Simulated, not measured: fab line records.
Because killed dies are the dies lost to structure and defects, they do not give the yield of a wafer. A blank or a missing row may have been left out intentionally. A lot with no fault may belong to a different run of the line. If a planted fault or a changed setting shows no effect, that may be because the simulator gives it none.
A struck lot beside a sound one :: flow sky130 :: 34 out of 708 route steps
Sound: the wafers L469.3, L469.4, L469.5. Wafers struck: L463.1, L463.2, L463.6. The cause comes at the end.
Per side, at each step with rows, come the tool, then ch with its chambers, and then its first start. Under that, the readings that differ: sound wafers :: struck wafers :: difference of the means :: sigmas: that difference in standard deviations of wafers without a fault.
alike: same words and numbers on both sides, and readings whose means sit less than 2 such deviations apart. not compared: any withheld reading, any reading some wafer has no value for, any bound like >300 that may hide the same value, and any number with overlapping values for which the record gives no deviation.
Wherever a step has rows on one side only, a row that says differs or no value, or a row with sigmas, the two part there. When numbers do not overlap yet have no deviation, they are printed without sigmas and do not part them. A reading missing from all wafers of one side parts the sides only when that side holds two or more wafers.

first, 4 steps without rows for these wafers: SKY_METAL5_SOFTBAKE_10 (time 60 s); SKY_METAL5_EXPOSE_11 (exposes mask MM5, target cd 1600 nm); SKY_METAL5_PEB_12; SKY_METAL5_DEVELOP_13 (develop time 60 s).
SKY_METAL5_DESCUM_14: chemistry O2, time 11 s.
  sound on rie-metal-02 ch 0,1, day 48 21:41; struck on rie-metal-03 ch 0,1, day 46 22:27
  alike: chamber-pressure-mTorr, drypump-motor-current-A, oes-product-au
  not compared: rf-hours-counter-h
then, 1 step without rows for these wafers: SKY_METAL5_METAL_ETCH_15 (etches the open film in Cl2/BCl3, stops on SiO2, target depth 1260 nm, time 252 s).
SKY_METAL5_STRIP_16: strips in O2/N2.
  sound on plasma-asher-03 ch 0,1, day 48 21:59; struck on plasma-asher-01 ch 0,1, day 46 22:43
  alike: chamber-pressure-mTorr, drypump-motor-current-A, oes-product-au, strip-time-to-endpoint-s
  not compared: rf-hours-counter-h
then, 3 steps without rows for these wafers: SKY_METAL5_STRIP_17 (strips in post etch residue remover, time 1200 s); SKY_METAL5_CLEAN_18 (cleans in IPA, time 180 s); SKY_METAL5_CLEAN_19 (cleans in O3/DIW).
SKY_PASSIVATION_CVD_00: deposits SiO2, target thk 90 nm.
  sound on pecvd-04 ch 1,2, day 48 22:34; struck on pecvd-01 ch 0,2, day 46 23:19
  alike: heater-power-outer-w, heater-power-w
SKY_PASSIVATION_THK_MEAS_01:
  sound: film-metro-04 at day 48 22:37; struck: film-metro-01 at day 46 23:20
  alike: PASSIVATION_CVD_00_THK
SKY_PASSIVATION_CVD_02: deposits Si3N4, target thk 540 nm.
  sound on pecvd-01 ch 0,1, day 48 22:39; struck on pecvd-04 ch 0,2, day 46 23:23
reading: model.Si3N4_of_PASSIVATION_CVD_02.thk-nm (nm)
sound: 532.2 538.4 538.2
struck: 556 552.7 565.5
difference: +22
sigmas: 
  alike: heater-power-outer-w, heater-power-w
SKY_PASSIVATION_THK_MEAS_03:
  sound: film-metro-02 at day 48 22:54; struck: film-metro-01 at day 46 23:50
reading: PASSIVATION_CVD_02_THK (nm)
sound: 532 538 539
struck: 556 552 566
difference: +22
sigmas: +3
  not compared: hold
then, 6 steps without rows for these wafers: SKY_PASSIVATION_HMDS_05 (prime time 60 s); SKY_PASSIVATION_COAT_06 (resist thk 2946 nm); SKY_PASSIVATION_SOFTBAKE_07; SKY_PASSIVATION_EXPOSE_08 (exposes mask NSM, target cd 3000 nm); SKY_PASSIVATION_PEB_09; SKY_PASSIVATION_DEVELOP_10 (develop time 60 s).
SKY_PASSIVATION_ETCH_11: etches the open film in CF4/O2, stops on AlCu, target depth 725 nm, time 161.1 s.
  sound on rie-diel-02 ch 0,2,3, day 49 16:03; struck on rie-diel-02 ch 0,2, day 47 17:49
reading: chamber-pressure-mTorr (mTorr)
sound: 149.86 149.81 149.66
struck: 149.82 150.50 149.99
difference: +0.33
sigmas: +2

reading: oes-product-au (a.u.)
sound: 0.976 0.970 0.977
struck: 0.982 0.996 0.993
difference: +0.016
sigmas: +2

reading: model.etch.depth-nm (nm)
sound: 693.6 701.8 701.7
struck: 721 719.2 727.6
difference: +24
sigmas: 

reading: model.PASSIVATION.feature-depth-nm (nm)
sound: 693.6 701.8 701.7
struck: 721 719.2 727.6
difference: +24
sigmas: 
  alike: drypump-motor-current-A, throttle-valve-pct
  not compared: rf-hours-counter-h
SKY_PASSIVATION_STRIP_12: strips in O2/N2.
  sound on plasma-asher-03 ch 0,1, day 49 16:11; struck on plasma-asher-02 ch 0,1, day 47 17:56
  alike: chamber-pressure-mTorr, drypump-motor-current-A, oes-product-au, strip-time-to-endpoint-s
  not compared: rf-hours-counter-h
then, 7 steps without rows for these wafers: SKY_PAD_OPEN_DEHYDRATE_00 (time 60 s); SKY_PAD_OPEN_HMDS_01 (prime time 60 s); SKY_PAD_OPEN_COAT_02 (resist thk 3000 nm); SKY_PAD_OPEN_SOFTBAKE_03; SKY_PAD_OPEN_EXPOSE_04 (exposes mask PDM, target cd 60000 nm); SKY_PAD_OPEN_PEB_05; SKY_PAD_OPEN_DEVELOP_06 (develop time 60 s).
SKY_PAD_OPEN_ETCH_07: etches the open film in CF4/O2, stops on AlCu, target depth 725 nm, time 161.1 s.
  sound on rie-diel-01 ch 1,3, day 50 08:03; struck on rie-diel-02 ch 0,3, day 48 12:30
reading: oes-product-au (a.u.)
sound: 0.963 0.982 0.982
struck: 1.000 0.979 1.001
difference: +0.018
sigmas: +3

reading: model.etch.depth-nm (nm)
sound: 693.6 701.8 701.7
struck: 721 719.2 727.6
difference: +24
sigmas: 

reading: model.PAD_OPEN.feature-depth-nm (nm)
sound: 693.6 701.8 701.7
struck: 721 719.2 727.6
difference: +24
sigmas: 
  alike: chamber-pressure-mTorr, drypump-motor-current-A, throttle-valve-pct
  not compared: rf-hours-counter-h
SKY_PAD_OPEN_STRIP_08: strips in O2/N2.
  sound on plasma-asher-01 ch 0,1, day 50 08:11; struck on plasma-asher-03 ch 0,1, day 48 12:37
  alike: chamber-pressure-mTorr, drypump-motor-current-A, oes-product-au, strip-time-to-endpoint-s
  not compared: rf-hours-counter-h
SKY_PAD_OPEN_STRIP_09: strips in post etch residue remover, time 1200 s.
  sound on wet-bench-02 ch 1, day 50 08:16; struck on wet-bench-02 ch 1, day 48 12:44
reading: model.Si3N4_of_PASSIVATION_CVD_02.thk-nm (nm)
sound: 531.8 538 537.9
struck: 555.6 552.3 565.1
difference: +21.8
sigmas: 
then, 1 step without rows for these wafers: SKY_PAD_OPEN_CLEAN_10 (cleans in IPA, time 180 s).
SKY_PAD_OPEN_PROBE_99:
  sound: prober-02 at day 50 10:28; struck: prober-02 at day 48 14:53
reading: killed-at-front-end
sound: 9
struck: 23 21 14
difference: +10
sigmas: +2
  alike: defect-limited-yield, killed_at_M0_to_M3, killed_at_M4_up, killed-at-contacts, killed-at-other, killed-dies, killed-open, killed-short, sort_bin_3_pad_short, sort_bin_5_function, sort_bin_6_memory, sort-n-pass, sort-yield-pct

WHERE THEY PART
Earliest at SKY_PASSIVATION_THK_MEAS_03; latest, in this record, at SKY_PAD_OPEN_PROBE_99.

WHY: what the simulator had put in
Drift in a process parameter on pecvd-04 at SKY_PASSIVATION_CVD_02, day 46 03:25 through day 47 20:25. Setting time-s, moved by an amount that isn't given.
